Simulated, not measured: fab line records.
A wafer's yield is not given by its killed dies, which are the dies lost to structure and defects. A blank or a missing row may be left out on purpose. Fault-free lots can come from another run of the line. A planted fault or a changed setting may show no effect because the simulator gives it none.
fab line records / flow sky130
record lots=13 wafers=39 last_day=50
route steps=708 shown PWDE@52 VT_ADJUST_HVTP@92 VT_ADJUST_HVTR@139
lots that met no fault: taken from a fault-free run of the same line
start_h: start of the lot's first displayed wafer, in hours after the record's first day / wait_h: time in hours since the lot's previous step / " the same as in the row above / L1.1+2: several wafers, shown together as one row / - no value, or no start given / * or withheld: withheld / < > ~ a bound
route shown NAME@n: a module of which the file shows steps, and the number in the route of the first / usual: mean and standard deviation over wafers with no fault / same: alike in all rows / chamber/n: place in a boat / sites: per-site readings / _std_site: their standard deviation / _edge_site: inner sites' mean taken away from outer sites' mean / radius_mm: how far each site lies from the wafer's centre / mask NAME#n: copy n / behind: the most recent tool/chamber to have shaped the wafer / hold: what put the lot on hold/how long, in hours/how the hold closed / device: transistor that didn't switch, given as n, p or np / end of line: tests of these same wafers at the route's end / a step without rows: its recipe alone / killed: count of dies lost to structure and defects at first sort (not the wafer's yield) / map: dies across one wafer; x = killed, . = not, _ = none there
set.NAME: the setting that was run; set.NAME@STEP: the one run at that earlier step / model.NAME: the simulator's own value behind a step, which no gauge read
one table for each step of the route and one row for each wafer, over a sample of lots
services: the hour from which a tool's chamber was out of use, counted from the record's first day as start_h (under 0 if before that day), plus the number of hours and why
## steps
# step SKY_PWDE_OVL_MEAS_07
# usual PWDE_OVL=-1.0/1.4
lot.wafer=L416.1 tool=overlay-01 chamber=- start_h=42.01 wait_h=- PWDE_OVL[nm]=-2.4
lot.wafer=L416.4 tool=overlay-01 chamber=- start_h=42.01 wait_h=- PWDE_OVL[nm]=-2.0
lot.wafer=L416.6 tool=overlay-01 chamber=- start_h=42.01 wait_h=- PWDE_OVL[nm]=-2.3
lot.wafer=L419.1 tool=overlay-01 chamber=- start_h=79.97 wait_h=- PWDE_OVL[nm]=-2.1
lot.wafer=L419.4 tool=overlay-01 chamber=- start_h=79.97 wait_h=- PWDE_OVL[nm]=-2.5
lot.wafer=L419.5 tool=overlay-01 chamber=- start_h=79.97 wait_h=- PWDE_OVL[nm]=-2.6
lot.wafer=L424.2 tool=overlay-01 chamber=- start_h=114.77 wait_h=- PWDE_OVL[nm]=0.6
lot.wafer=L424.5 tool=overlay-01 chamber=- start_h=114.77 wait_h=- PWDE_OVL[nm]=0.5
lot.wafer=L424.6 tool=overlay-01 chamber=- start_h=114.77 wait_h=- PWDE_OVL[nm]=-1.6
lot.wafer=L428.1 tool=overlay-02 chamber=- start_h=137.67 wait_h=- PWDE_OVL[nm]=-1.6
lot.wafer=L428.3 tool=overlay-02 chamber=- start_h=137.67 wait_h=- PWDE_OVL[nm]=0.5
lot.wafer=L428.5 tool=overlay-02 chamber=- start_h=137.67 wait_h=- PWDE_OVL[nm]=-0.6
lot.wafer=L429.2 tool=overlay-01 chamber=- start_h=143.58 wait_h=- PWDE_OVL[nm]=-2.1
lot.wafer=L429.3 tool=overlay-01 chamber=- start_h=143.58 wait_h=- PWDE_OVL[nm]=-0.3
lot.wafer=L429.6 tool=overlay-01 chamber=- start_h=143.58 wait_h=- PWDE_OVL[nm]=-0.8
lot.wafer=L430.1 tool=overlay-01 chamber=- start_h=146.76 wait_h=- PWDE_OVL[nm]=-0.5
lot.wafer=L430.3 tool=overlay-01 chamber=- start_h=146.76 wait_h=- PWDE_OVL[nm]=-1.4
lot.wafer=L430.5 tool=overlay-01 chamber=- start_h=146.76 wait_h=- PWDE_OVL[nm]=-0.2
lot.wafer=L433.2 tool=overlay-01 chamber=- start_h=171.42 wait_h=- PWDE_OVL[nm]=-2.1
lot.wafer=L433.3 tool=overlay-01 chamber=- start_h=171.42 wait_h=- PWDE_OVL[nm]=-1.6
lot.wafer=L433.4 tool=overlay-01 chamber=- start_h=171.42 wait_h=- PWDE_OVL[nm]=-1.8
lot.wafer=L434.2 tool=overlay-01 chamber=- start_h=174.38 wait_h=- PWDE_OVL[nm]=0.5
lot.wafer=L434.3 tool=overlay-01 chamber=- start_h=174.38 wait_h=- PWDE_OVL[nm]=0.9
lot.wafer=L434.5 tool=overlay-01 chamber=- start_h=174.38 wait_h=- PWDE_OVL[nm]=0.3
lot.wafer=L435.1 tool=overlay-01 chamber=- start_h=178.71 wait_h=- PWDE_OVL[nm]=-2.4
lot.wafer=L435.3 tool=overlay-01 chamber=- start_h=178.71 wait_h=- PWDE_OVL[nm]=-0.1
lot.wafer=L435.6 tool=overlay-01 chamber=- start_h=178.71 wait_h=- PWDE_OVL[nm]=-1.3
lot.wafer=L436.1 tool=overlay-02 chamber=- start_h=191.81 wait_h=- PWDE_OVL[nm]=-1.9
lot.wafer=L436.4 tool=overlay-02 chamber=- start_h=191.81 wait_h=- PWDE_OVL[nm]=-2.5
lot.wafer=L436.6 tool=overlay-02 chamber=- start_h=191.81 wait_h=- PWDE_OVL[nm]=-2.9
lot.wafer=L438.1 tool=overlay-02 chamber=- start_h=204.46 wait_h=- PWDE_OVL[nm]=0.2
lot.wafer=L438.5 tool=overlay-02 chamber=- start_h=204.46 wait_h=- PWDE_OVL[nm]=-0.7
lot.wafer=L438.6 tool=overlay-02 chamber=- start_h=204.46 wait_h=- PWDE_OVL[nm]=-0.4
lot.wafer=L437.2 tool=overlay-02 chamber=- start_h=205.11 wait_h=- PWDE_OVL[nm]=-0.4
lot.wafer=L437.3 tool=overlay-02 chamber=- start_h=205.11 wait_h=- PWDE_OVL[nm]=-0.3
lot.wafer=L437.6 tool=overlay-02 chamber=- start_h=205.11 wait_h=- PWDE_OVL[nm]=0.4
lot.wafer=L439.1 tool=overlay-02 chamber=- start_h=213.11 wait_h=- PWDE_OVL[nm]=-0.5
lot.wafer=L439.4 tool=overlay-02 chamber=- start_h=213.11 wait_h=- PWDE_OVL[nm]=-0.6
lot.wafer=L439.6 tool=overlay-02 chamber=- start_h=213.11 wait_h=- PWDE_OVL[nm]=-0.8
# step SKY_VT_ADJUST_HVTP_CD_MEAS_07
# recipe target_cd_nm=380
# usual cd_nm=379.9/2.7
lot.wafer=L416.1 tool=cd_sem-02 chamber=- start_h=92.66 wait_h=0.1 cd_nm=380.4
lot.wafer=L416.4 tool=cd_sem-02 chamber=- start_h=92.66 wait_h=0.1 cd_nm=379.0
lot.wafer=L416.6 tool=cd_sem-02 chamber=- start_h=92.66 wait_h=0.1 cd_nm=379.6
lot.wafer=L419.1 tool=cd_sem-01 chamber=- start_h=137.40 wait_h=0.1 cd_nm=380.7
lot.wafer=L419.4 tool=cd_sem-01 chamber=- start_h=137.40 wait_h=0.1 cd_nm=381.2
lot.wafer=L419.5 tool=cd_sem-01 chamber=- start_h=137.40 wait_h=0.1 cd_nm=381.4
lot.wafer=L424.2 tool=cd_sem-01 chamber=- start_h=174.77 wait_h=0.1 cd_nm=379.9
lot.wafer=L424.5 tool=cd_sem-01 chamber=- start_h=174.77 wait_h=0.1 cd_nm=377.9
lot.wafer=L424.6 tool=cd_sem-01 chamber=- start_h=174.77 wait_h=0.1 cd_nm=378.0
lot.wafer=L428.1 tool=cd_sem-02 chamber=- start_h=201.32 wait_h=0.1 cd_nm=376.5
lot.wafer=L428.3 tool=cd_sem-02 chamber=- start_h=201.32 wait_h=0.1 cd_nm=377.0
lot.wafer=L428.5 tool=cd_sem-02 chamber=- start_h=201.32 wait_h=0.1 cd_nm=376.5
lot.wafer=L429.2 tool=cd_sem-01 chamber=- start_h=206.03 wait_h=0.1 cd_nm=378.8
lot.wafer=L429.3 tool=cd_sem-01 chamber=- start_h=206.03 wait_h=0.1 cd_nm=378.0
lot.wafer=L429.6 tool=cd_sem-01 chamber=- start_h=206.03 wait_h=0.1 cd_nm=378.9
lot.wafer=L430.1 tool=cd_sem-01 chamber=- start_h=212.25 wait_h=0.1 cd_nm=379.4
lot.wafer=L430.3 tool=cd_sem-01 chamber=- start_h=212.25 wait_h=0.1 cd_nm=377.8
lot.wafer=L430.5 tool=cd_sem-01 chamber=- start_h=212.25 wait_h=0.1 cd_nm=380.6
lot.wafer=L433.2 tool=cd_sem-02 chamber=- start_h=239.03 wait_h=0.1 cd_nm=382.3
lot.wafer=L433.3 tool=cd_sem-02 chamber=- start_h=239.03 wait_h=0.1 cd_nm=385.9
lot.wafer=L433.4 tool=cd_sem-02 chamber=- start_h=239.03 wait_h=0.1 cd_nm=382.2
lot.wafer=L434.2 tool=cd_sem-01 chamber=- start_h=243.83 wait_h=0.1 cd_nm=379.2
lot.wafer=L434.3 tool=cd_sem-01 chamber=- start_h=243.83 wait_h=0.1 cd_nm=379.4
lot.wafer=L434.5 tool=cd_sem-01 chamber=- start_h=243.83 wait_h=0.1 cd_nm=382.5
lot.wafer=L435.1 tool=cd_sem-01 chamber=- start_h=249.75 wait_h=0.1 cd_nm=379.4
lot.wafer=L435.3 tool=cd_sem-01 chamber=- start_h=249.75 wait_h=0.1 cd_nm=376.7
lot.wafer=L435.6 tool=cd_sem-01 chamber=- start_h=249.75 wait_h=0.1 cd_nm=377.9
lot.wafer=L436.1 tool=cd_sem-01 chamber=- start_h=263.52 wait_h=0.1 cd_nm=383.0
lot.wafer=L436.4 tool=cd_sem-01 chamber=- start_h=263.52 wait_h=0.1 cd_nm=384.6
lot.wafer=L436.6 tool=cd_sem-01 chamber=- start_h=263.52 wait_h=0.1 cd_nm=383.3
lot.wafer=L438.1 tool=cd_sem-01 chamber=- start_h=278.10 wait_h=0.1 cd_nm=379.6
lot.wafer=L438.5 tool=cd_sem-01 chamber=- start_h=278.10 wait_h=0.1 cd_nm=381.9
lot.wafer=L438.6 tool=cd_sem-01 chamber=- start_h=278.10 wait_h=0.1 cd_nm=377.0
lot.wafer=L437.2 tool=cd_sem-01 chamber=- start_h=278.98 wait_h=0.1 cd_nm=380.6
lot.wafer=L437.3 tool=cd_sem-01 chamber=- start_h=278.98 wait_h=0.1 cd_nm=383.1
lot.wafer=L437.6 tool=cd_sem-01 chamber=- start_h=278.98 wait_h=0.1 cd_nm=379.3
lot.wafer=L439.1 tool=cd_sem-02 chamber=- start_h=288.46 wait_h=0.1 cd_nm=380.5
lot.wafer=L439.4 tool=cd_sem-02 chamber=- start_h=288.46 wait_h=0.1 cd_nm=378.1
lot.wafer=L439.6 tool=cd_sem-02 chamber=- start_h=288.46 wait_h=0.1 cd_nm=379.2
# step SKY_VT_ADJUST_HVTP_IMPLANT_09
# recipe species=As energy_kev=150 dose_cm2=4.3e+12 tilt_deg=withheld
# usual dose_ions_cm2=4.3e+12/5.2e+09 faraday_current_uA=24.3/0.48
lot.wafer=L416.1 tool=implanter-01 chamber=0 start_h=92.82 wait_h=0.0 dose_ions_cm2=4.305e+12 faraday_current_uA=23.8
lot.wafer=L416.4 tool=implanter-01 chamber=0 start_h=92.82 wait_h=0.0 dose_ions_cm2=4.3e+12 faraday_current_uA=24.2
lot.wafer=L416.6 tool=implanter-01 chamber=0 start_h=92.82 wait_h=0.0 dose_ions_cm2=4.297e+12 faraday_current_uA=24.9
lot.wafer=L419.1 tool=implanter-01 chamber=0 start_h=137.56 wait_h=0.0 dose_ions_cm2=6.23e+12 faraday_current_uA=34.8
lot.wafer=L419.4 tool=implanter-01 chamber=0 start_h=137.56 wait_h=0.0 dose_ions_cm2=6.222e+12 faraday_current_uA=35.2
lot.wafer=L419.5 tool=implanter-01 chamber=0 start_h=137.56 wait_h=0.0 dose_ions_cm2=6.226e+12 faraday_current_uA=36.4
lot.wafer=L424.2 tool=implanter-01 chamber=0 start_h=174.93 wait_h=0.0 dose_ions_cm2=6.216e+12 faraday_current_uA=34.3
lot.wafer=L424.5 tool=implanter-01 chamber=0 start_h=174.93 wait_h=0.0 dose_ions_cm2=6.22e+12 faraday_current_uA=35.6
lot.wafer=L424.6 tool=implanter-01 chamber=0 start_h=174.93 wait_h=0.0 dose_ions_cm2=6.217e+12 faraday_current_uA=34.2
lot.wafer=L428.1 tool=implanter-04 chamber=0 start_h=201.48 wait_h=0.0 dose_ions_cm2=4.297e+12 faraday_current_uA=24.7
lot.wafer=L428.3 tool=implanter-04 chamber=0 start_h=201.48 wait_h=0.0 dose_ions_cm2=4.303e+12 faraday_current_uA=24.1
lot.wafer=L428.5 tool=implanter-04 chamber=0 start_h=201.48 wait_h=0.0 dose_ions_cm2=4.303e+12 faraday_current_uA=23.9
lot.wafer=L429.2 tool=implanter-04 chamber=0 start_h=206.19 wait_h=0.0 dose_ions_cm2=4.293e+12 faraday_current_uA=23.8
lot.wafer=L429.3 tool=implanter-04 chamber=0 start_h=206.19 wait_h=0.0 dose_ions_cm2=4.297e+12 faraday_current_uA=23.6
lot.wafer=L429.6 tool=implanter-04 chamber=0 start_h=206.19 wait_h=0.0 dose_ions_cm2=4.303e+12 faraday_current_uA=25.0
lot.wafer=L430.1 tool=implanter-03 chamber=0 start_h=212.41 wait_h=0.0 dose_ions_cm2=4.295e+12 faraday_current_uA=25.0
lot.wafer=L430.3 tool=implanter-03 chamber=0 start_h=212.41 wait_h=0.0 dose_ions_cm2=4.291e+12 faraday_current_uA=24.5
lot.wafer=L430.5 tool=implanter-03 chamber=0 start_h=212.41 wait_h=0.0 dose_ions_cm2=4.305e+12 faraday_current_uA=24.2
lot.wafer=L433.2 tool=implanter-03 chamber=0 start_h=239.19 wait_h=0.0 dose_ions_cm2=4.296e+12 faraday_current_uA=24.4
lot.wafer=L433.3 tool=implanter-03 chamber=0 start_h=239.19 wait_h=0.0 dose_ions_cm2=4.293e+12 faraday_current_uA=24.7
lot.wafer=L433.4 tool=implanter-03 chamber=0 start_h=239.19 wait_h=0.0 dose_ions_cm2=4.304e+12 faraday_current_uA=24.4
lot.wafer=L434.2 tool=implanter-04 chamber=0 start_h=243.99 wait_h=0.0 dose_ions_cm2=4.297e+12 faraday_current_uA=24.0
lot.wafer=L434.3 tool=implanter-04 chamber=0 start_h=243.99 wait_h=0.0 dose_ions_cm2=4.297e+12 faraday_current_uA=24.5
lot.wafer=L434.5 tool=implanter-04 chamber=0 start_h=243.99 wait_h=0.0 dose_ions_cm2=4.299e+12 faraday_current_uA=25.5
lot.wafer=L435.1 tool=implanter-03 chamber=0 start_h=249.91 wait_h=0.0 dose_ions_cm2=4.302e+12 faraday_current_uA=24.5
lot.wafer=L435.3 tool=implanter-03 chamber=0 start_h=249.91 wait_h=0.0 dose_ions_cm2=4.305e+12 faraday_current_uA=24.2
lot.wafer=L435.6 tool=implanter-03 chamber=0 start_h=249.91 wait_h=0.0 dose_ions_cm2=4.306e+12 faraday_current_uA=24.1
lot.wafer=L436.1 tool=implanter-04 chamber=0 start_h=263.68 wait_h=0.0 dose_ions_cm2=4.299e+12 faraday_current_uA=24.4
lot.wafer=L436.4 tool=implanter-04 chamber=0 start_h=263.68 wait_h=0.0 dose_ions_cm2=4.306e+12 faraday_current_uA=24.1
lot.wafer=L436.6 tool=implanter-04 chamber=0 start_h=263.68 wait_h=0.0 dose_ions_cm2=4.307e+12 faraday_current_uA=25.5
lot.wafer=L438.1 tool=implanter-01 chamber=0 start_h=278.26 wait_h=0.0 dose_ions_cm2=4.298e+12 faraday_current_uA=24.3
lot.wafer=L438.5 tool=implanter-01 chamber=0 start_h=278.26 wait_h=0.0 dose_ions_cm2=4.294e+12 faraday_current_uA=24.9
lot.wafer=L438.6 tool=implanter-01 chamber=0 start_h=278.26 wait_h=0.0 dose_ions_cm2=4.298e+12 faraday_current_uA=25.0
lot.wafer=L437.2 tool=implanter-03 chamber=0 start_h=279.14 wait_h=0.0 dose_ions_cm2=4.299e+12 faraday_current_uA=23.5
lot.wafer=L437.3 tool=implanter-03 chamber=0 start_h=279.14 wait_h=0.0 dose_ions_cm2=4.304e+12 faraday_current_uA=24.2
lot.wafer=L437.6 tool=implanter-03 chamber=0 start_h=279.14 wait_h=0.0 dose_ions_cm2=4.296e+12 faraday_current_uA=24.3
lot.wafer=L439.1 tool=implanter-03 chamber=0 start_h=288.62 wait_h=0.0 dose_ions_cm2=4.301e+12 faraday_current_uA=24.5
lot.wafer=L439.4 tool=implanter-03 chamber=0 start_h=288.62 wait_h=0.0 dose_ions_cm2=4.307e+12 faraday_current_uA=24.6
lot.wafer=L439.6 tool=implanter-03 chamber=0 start_h=288.62 wait_h=0.0 dose_ions_cm2=4.315e+12 faraday_current_uA=24.8
# step SKY_VT_ADJUST_HVTP_TW_MEAS_11
# usual VT_ADJUST_HVTP_TW=1367/13
lot.wafer=L416.1 tool=film_metro-03 chamber=- start_h=93.07 wait_h=0.1 VT_ADJUST_HVTP_TW=1354
lot.wafer=L416.4 tool=film_metro-03 chamber=- start_h=93.07 wait_h=0.1 VT_ADJUST_HVTP_TW=1346
lot.wafer=L416.6 tool=film_metro-03 chamber=- start_h=93.07 wait_h=0.1 VT_ADJUST_HVTP_TW=1360
lot.wafer=L419.1 tool=film_metro-04 chamber=- start_h=137.81 wait_h=0.1 VT_ADJUST_HVTP_TW=1526
lot.wafer=L419.4 tool=film_metro-04 chamber=- start_h=137.81 wait_h=0.1 VT_ADJUST_HVTP_TW=1521
lot.wafer=L419.5 tool=film_metro-04 chamber=- start_h=137.81 wait_h=0.1 VT_ADJUST_HVTP_TW=1516
lot.wafer=L424.2 tool=film_metro-02 chamber=- start_h=175.17 wait_h=0.1 VT_ADJUST_HVTP_TW=1552
lot.wafer=L424.5 tool=film_metro-02 chamber=- start_h=175.17 wait_h=0.1 VT_ADJUST_HVTP_TW=1556
lot.wafer=L424.6 tool=film_metro-02 chamber=- start_h=175.17 wait_h=0.1 VT_ADJUST_HVTP_TW=1550
lot.wafer=L428.1 tool=film_metro-02 chamber=- start_h=201.73 wait_h=0.1 VT_ADJUST_HVTP_TW=1382
lot.wafer=L428.3 tool=film_metro-02 chamber=- start_h=201.73 wait_h=0.1 VT_ADJUST_HVTP_TW=1381
lot.wafer=L428.5 tool=film_metro-02 chamber=- start_h=201.73 wait_h=0.1 VT_ADJUST_HVTP_TW=1388
lot.wafer=L429.2 tool=film_metro-04 chamber=- start_h=206.43 wait_h=0.1 VT_ADJUST_HVTP_TW=1364
lot.wafer=L429.3 tool=film_metro-04 chamber=- start_h=206.43 wait_h=0.1 VT_ADJUST_HVTP_TW=1354
lot.wafer=L429.6 tool=film_metro-04 chamber=- start_h=206.43 wait_h=0.1 VT_ADJUST_HVTP_TW=1353
lot.wafer=L430.1 tool=film_metro-02 chamber=- start_h=212.66 wait_h=0.1 VT_ADJUST_HVTP_TW=1382
lot.wafer=L430.3 tool=film_metro-02 chamber=- start_h=212.66 wait_h=0.1 VT_ADJUST_HVTP_TW=1386
lot.wafer=L430.5 tool=film_metro-02 chamber=- start_h=212.66 wait_h=0.1 VT_ADJUST_HVTP_TW=1378
lot.wafer=L433.2 tool=film_metro-04 chamber=- start_h=239.43 wait_h=0.1 VT_ADJUST_HVTP_TW=1374
lot.wafer=L433.3 tool=film_metro-04 chamber=- start_h=239.43 wait_h=0.1 VT_ADJUST_HVTP_TW=1369
lot.wafer=L433.4 tool=film_metro-04 chamber=- start_h=239.43 wait_h=0.1 VT_ADJUST_HVTP_TW=1374
lot.wafer=L434.2 tool=film_metro-03 chamber=- start_h=244.23 wait_h=0.1 VT_ADJUST_HVTP_TW=1351
lot.wafer=L434.3 tool=film_metro-03 chamber=- start_h=244.23 wait_h=0.1 VT_ADJUST_HVTP_TW=1350
lot.wafer=L434.5 tool=film_metro-03 chamber=- start_h=244.23 wait_h=0.1 VT_ADJUST_HVTP_TW=1346
lot.wafer=L435.1 tool=film_metro-04 chamber=- start_h=250.16 wait_h=0.1 VT_ADJUST_HVTP_TW=1361
lot.wafer=L435.3 tool=film_metro-04 chamber=- start_h=250.16 wait_h=0.1 VT_ADJUST_HVTP_TW=1363
lot.wafer=L435.6 tool=film_metro-04 chamber=- start_h=250.16 wait_h=0.1 VT_ADJUST_HVTP_TW=1360
lot.wafer=L436.1 tool=film_metro-02 chamber=- start_h=263.93 wait_h=0.1 VT_ADJUST_HVTP_TW=1369
lot.wafer=L436.4 tool=film_metro-02 chamber=- start_h=263.93 wait_h=0.1 VT_ADJUST_HVTP_TW=1376
lot.wafer=L436.6 tool=film_metro-02 chamber=- start_h=263.93 wait_h=0.1 VT_ADJUST_HVTP_TW=1372
lot.wafer=L438.1 tool=film_metro-02 chamber=- start_h=278.51 wait_h=0.1 VT_ADJUST_HVTP_TW=1375
lot.wafer=L438.5 tool=film_metro-02 chamber=- start_h=278.51 wait_h=0.1 VT_ADJUST_HVTP_TW=1371
lot.wafer=L438.6 tool=film_metro-02 chamber=- start_h=278.51 wait_h=0.1 VT_ADJUST_HVTP_TW=1372
lot.wafer=L437.2 tool=film_metro-02 chamber=- start_h=279.38 wait_h=0.1 VT_ADJUST_HVTP_TW=1367
lot.wafer=L437.3 tool=film_metro-02 chamber=- start_h=279.38 wait_h=0.1 VT_ADJUST_HVTP_TW=1386
lot.wafer=L437.6 tool=film_metro-02 chamber=- start_h=279.38 wait_h=0.1 VT_ADJUST_HVTP_TW=1376
lot.wafer=L439.1 tool=film_metro-04 chamber=- start_h=288.87 wait_h=0.1 VT_ADJUST_HVTP_TW=1358
lot.wafer=L439.4 tool=film_metro-04 chamber=- start_h=288.87 wait_h=0.1 VT_ADJUST_HVTP_TW=1364
lot.wafer=L439.6 tool=film_metro-04 chamber=- start_h=288.87 wait_h=0.1 VT_ADJUST_HVTP_TW=1367
# step SKY_VT_ADJUST_HVTR_OVL_MEAS_08
# usual VT_ADJUST_HVTR_OVL=-0.2/1.4
lot.wafer=L416.1 tool=overlay-01 chamber=- start_h=169.88 wait_h=0.1 VT_ADJUST_HVTR_OVL[nm]=0.4
lot.wafer=L416.4 tool=overlay-01 chamber=- start_h=169.88 wait_h=0.1 VT_ADJUST_HVTR_OVL[nm]=-1.4
lot.wafer=L416.6 tool=overlay-01 chamber=- start_h=169.88 wait_h=0.1 VT_ADJUST_HVTR_OVL[nm]=-1.8
lot.wafer=L419.1 tool=overlay-01 chamber=- start_h=223.03 wait_h=0.1 VT_ADJUST_HVTR_OVL[nm]=0.5
lot.wafer=L419.4 tool=overlay-01 chamber=- start_h=223.03 wait_h=0.1 VT_ADJUST_HVTR_OVL[nm]=-1.8
lot.wafer=L419.5 tool=overlay-01 chamber=- start_h=223.03 wait_h=0.1 VT_ADJUST_HVTR_OVL[nm]=-0.1
lot.wafer=L424.2 tool=overlay-01 chamber=- start_h=268.18 wait_h=0.1 VT_ADJUST_HVTR_OVL[nm]=-0.3
lot.wafer=L424.5 tool=overlay-01 chamber=- start_h=268.18 wait_h=0.1 VT_ADJUST_HVTR_OVL[nm]=-1.0
lot.wafer=L424.6 tool=overlay-01 chamber=- start_h=268.18 wait_h=0.1 VT_ADJUST_HVTR_OVL[nm]=0.2
lot.wafer=L428.1 tool=overlay-01 chamber=- start_h=298.97 wait_h=0.1 VT_ADJUST_HVTR_OVL[nm]=0.4
lot.wafer=L428.3 tool=overlay-01 chamber=- start_h=298.97 wait_h=0.1 VT_ADJUST_HVTR_OVL[nm]=-1.5
lot.wafer=L428.5 tool=overlay-01 chamber=- start_h=298.97 wait_h=0.1 VT_ADJUST_HVTR_OVL[nm]=-2.0
lot.wafer=L429.2 tool=overlay-02 chamber=- start_h=306.09 wait_h=0.1 VT_ADJUST_HVTR_OVL[nm]=-1.4
lot.wafer=L429.3 tool=overlay-02 chamber=- start_h=306.09 wait_h=0.1 VT_ADJUST_HVTR_OVL[nm]=-0.7
lot.wafer=L429.6 tool=overlay-02 chamber=- start_h=306.09 wait_h=0.1 VT_ADJUST_HVTR_OVL[nm]=-1.3
lot.wafer=L430.1 tool=overlay-01 chamber=- start_h=311.77 wait_h=0.1 VT_ADJUST_HVTR_OVL[nm]=-2.3
lot.wafer=L430.3 tool=overlay-01 chamber=- start_h=311.77 wait_h=0.1 VT_ADJUST_HVTR_OVL[nm]=-2.7
lot.wafer=L430.5 tool=overlay-01 chamber=- start_h=311.77 wait_h=0.1 VT_ADJUST_HVTR_OVL[nm]=-1.2
lot.wafer=L433.2 tool=overlay-01 chamber=- start_h=340.98 wait_h=0.1 VT_ADJUST_HVTR_OVL[nm]=-0.6
lot.wafer=L433.3 tool=overlay-01 chamber=- start_h=340.98 wait_h=0.1 VT_ADJUST_HVTR_OVL[nm]=-1.6
lot.wafer=L433.4 tool=overlay-01 chamber=- start_h=340.98 wait_h=0.1 VT_ADJUST_HVTR_OVL[nm]=-1.0
lot.wafer=L434.2 tool=overlay-01 chamber=- start_h=347.98 wait_h=0.1 VT_ADJUST_HVTR_OVL[nm]=-0.3
lot.wafer=L434.3 tool=overlay-01 chamber=- start_h=347.98 wait_h=0.1 VT_ADJUST_HVTR_OVL[nm]=0.7
lot.wafer=L434.5 tool=overlay-01 chamber=- start_h=347.98 wait_h=0.1 VT_ADJUST_HVTR_OVL[nm]=0.5
lot.wafer=L435.1 tool=overlay-02 chamber=- start_h=354.08 wait_h=0.1 VT_ADJUST_HVTR_OVL[nm]=-1.5
lot.wafer=L435.3 tool=overlay-02 chamber=- start_h=354.08 wait_h=0.1 VT_ADJUST_HVTR_OVL[nm]=-4.3
lot.wafer=L435.6 tool=overlay-02 chamber=- start_h=354.08 wait_h=0.1 VT_ADJUST_HVTR_OVL[nm]=-1.6
lot.wafer=L436.1 tool=overlay-01 chamber=- start_h=368.43 wait_h=0.1 VT_ADJUST_HVTR_OVL[nm]=0.6
lot.wafer=L436.4 tool=overlay-01 chamber=- start_h=368.43 wait_h=0.1 VT_ADJUST_HVTR_OVL[nm]=1.3
lot.wafer=L436.6 tool=overlay-01 chamber=- start_h=368.43 wait_h=0.1 VT_ADJUST_HVTR_OVL[nm]=1.0
lot.wafer=L438.1 tool=overlay-01 chamber=- start_h=386.63 wait_h=0.1 VT_ADJUST_HVTR_OVL[nm]=-1.1
lot.wafer=L438.5 tool=overlay-01 chamber=- start_h=386.63 wait_h=0.1 VT_ADJUST_HVTR_OVL[nm]=-1.0
lot.wafer=L438.6 tool=overlay-01 chamber=- start_h=386.63 wait_h=0.1 VT_ADJUST_HVTR_OVL[nm]=-1.9
lot.wafer=L437.2 tool=overlay-02 chamber=- start_h=387.78 wait_h=0.1 VT_ADJUST_HVTR_OVL[nm]=0.3
lot.wafer=L437.3 tool=overlay-02 chamber=- start_h=387.78 wait_h=0.1 VT_ADJUST_HVTR_OVL[nm]=-0.2
lot.wafer=L437.6 tool=overlay-02 chamber=- start_h=387.78 wait_h=0.1 VT_ADJUST_HVTR_OVL[nm]=-0.3
lot.wafer=L439.1 tool=overlay-02 chamber=- start_h=395.92 wait_h=0.1 VT_ADJUST_HVTR_OVL[nm]=0.0
lot.wafer=L439.4 tool=overlay-02 chamber=- start_h=395.92 wait_h=0.1 VT_ADJUST_HVTR_OVL[nm]=0.3
lot.wafer=L439.6 tool=overlay-02 chamber=- start_h=395.92 wait_h=0.1 VT_ADJUST_HVTR_OVL[nm]=-0.3
## services
tool=implanter-03 chamber=- start_h=111.64 hours=3.8 kind=repair
tool=implanter-01 chamber=- start_h=149.30 hours=3.6 kind=pm
tool=implanter-04 chamber=- start_h=154.69 hours=4.6 kind=pm
tool=implanter-01 chamber=- start_h=168.70 hours=4.5 kind=repair
tool=implanter-03 chamber=- start_h=227.41 hours=4.7 kind=pm
tool=implanter-01 chamber=- start_h=259.20 hours=3.9 kind=repair
tool=implanter-01 chamber=- start_h=262.04 hours=2.0 kind=repair
## key
first_sign step=SKY_VT_ADJUST_HVTP_IMPLANT_09 reading=dose_ions_cm2 direction=up sigmas=99+ usual=* struck=*
effect step=SKY_VT_ADJUST_HVTP_IMPLANT_09 reading=faraday_current_uA direction=up sigmas=22 usual=24.3 struck=35.1
effect step=SKY_VT_ADJUST_HVTP_TW_MEAS_11 reading=VT_ADJUST_HVTP_TW direction=up sigmas=13 usual=1367 struck=1537
met_at SKY_VT_ADJUST_HVTP_IMPLANT_09
struck_lots L419,L424
tester_left_out L419,L424
not_acting_at SKY_PWDE_OVL_MEAS_07,SKY_VT_ADJUST_HVTP_CD_MEAS_07,SKY_VT_ADJUST_HVTR_OVL_MEAS_08
onset_between 92.82 137.56
fault kind=process_parameter_drift tool=implanter-01 chamber=- onset_h=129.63 steps=SKY_VT_ADJUST_HVTP_IMPLANT_09 channel=dose_cm2 offset=* shape=step end_h=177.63 acts_in=* stated=*
# tester_left_out: of these lots the tester's yield and bins aren't shown, on N5 and GAA mostly nor the transistor test; their killed dies are dies lost to structure and defects alone, not to doping, threshold or leakage, so they don't give the yield
